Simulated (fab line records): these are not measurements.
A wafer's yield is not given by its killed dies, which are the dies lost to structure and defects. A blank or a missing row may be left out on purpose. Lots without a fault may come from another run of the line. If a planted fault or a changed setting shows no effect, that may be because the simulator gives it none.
What tool caused it? -- flow sky130 -- 7 lots (21 wafers sampled), 1 step of a 708-step route

WHAT THE GAUGES READ, wafer by wafer
SKY_FIELD_ISO_BOW_MEAS_00.
lot,measured,on,INCOMING_BOW (um)
L287,day 1 15:01,film metro-01,3 -3 4
L290,day 2 06:00,film metro-04,-9 4 0
L297,day 3 17:01,film metro-03,-10 4 6
L301,day 4 13:01,film metro-04,4 18 -9
L303,day 4 23:01,film metro-04,10 8 -1
L306,day 5 14:04,film metro-03,9 2 -8
L308,day 6 00:01,film metro-04,-11 -14 8

TOOL THAT RAN EACH LOT (tool first, then ch and the chambers of the sampled wafers, then the start)
The record holds no process step before these readings.

THE ANSWER, worked out from the rows above alone
Rule: what is usual is taken from the lots themselves. Put in order of their means at a reading, lots are off if they are a third of the lots or fewer, leave a main group of 4 or more, and stand apart from it by a gap of 3 or more times the standard deviation of the main group's means; of several such gaps the widest counts. If all means in a main group match to the digits the tables above print for the reading, that group is not used. Also off: a lot with no number at a reading for which 4 or more lots have one. Where the step has rows for the other lots, those lots are counted as sound.
No lot is off at any reading shown: from this, nothing can be told.

WHAT THE SIMULATOR HAD PUT IN
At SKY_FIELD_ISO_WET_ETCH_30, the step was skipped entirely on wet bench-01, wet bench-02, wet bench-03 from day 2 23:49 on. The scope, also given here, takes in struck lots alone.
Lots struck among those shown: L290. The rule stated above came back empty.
